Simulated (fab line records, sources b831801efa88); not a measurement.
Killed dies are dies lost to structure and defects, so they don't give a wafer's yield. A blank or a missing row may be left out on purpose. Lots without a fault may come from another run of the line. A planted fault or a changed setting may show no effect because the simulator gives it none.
Chamber matching | flow gf180mcu | GF_V3_ETCH_16 on rie_diel-02: 4 sister chambers
The step etches BARC in N2/H2. 4 wafers are shown with their chamber, then 7 later ones without.

WAFERS WITH THEIR CHAMBER
wafer  | chamber | drypump_motor_current_A (A)
L075.6 | 3       | 5.2
L078.2 | 2       | 5.4
L080.1 | 1       | 6.0
L080.3 | 0       | 5.6

WAFERS WITHOUT THEIR CHAMBER
wafer  | drypump_motor_current_A (A)
L080.5 | 5.6
L085.2 | 5.6
L085.3 | 5.2
L085.5 | 5.7
L092.2 | 5.6
L092.3 | 5.2
L092.4 | 5.6

WHICH CHAMBER EACH WENT THROUGH
wafer  | from the rows above | in truth
L080.5 | 0                   | 0
L085.2 | 0                   | 0
L085.3 | 3                   | 3
L085.5 | 0                   | 0
L092.2 | 0                   | 0
L092.3 | 3                   | 3
L092.4 | 0                   | 0
Placed correctly: 7 of 7. Can't be placed from these rows: 0. Placed wrongly: 0.
How it was worked out, from the rows above alone: a wafer's distance from a chamber is the root of the sum, over the readings, of the square of ((its reading less the chamber's mean) divided by the reading's scatter). The wafer belongs to the nearest chamber; if the next one is less than 2 further off, it can't be placed. A chamber's mean is the mean of its shown wafers. The scatter: with one shown wafer a chamber, the root of the mean of the squares of how far each hidden wafer lies from its nearest shown one.
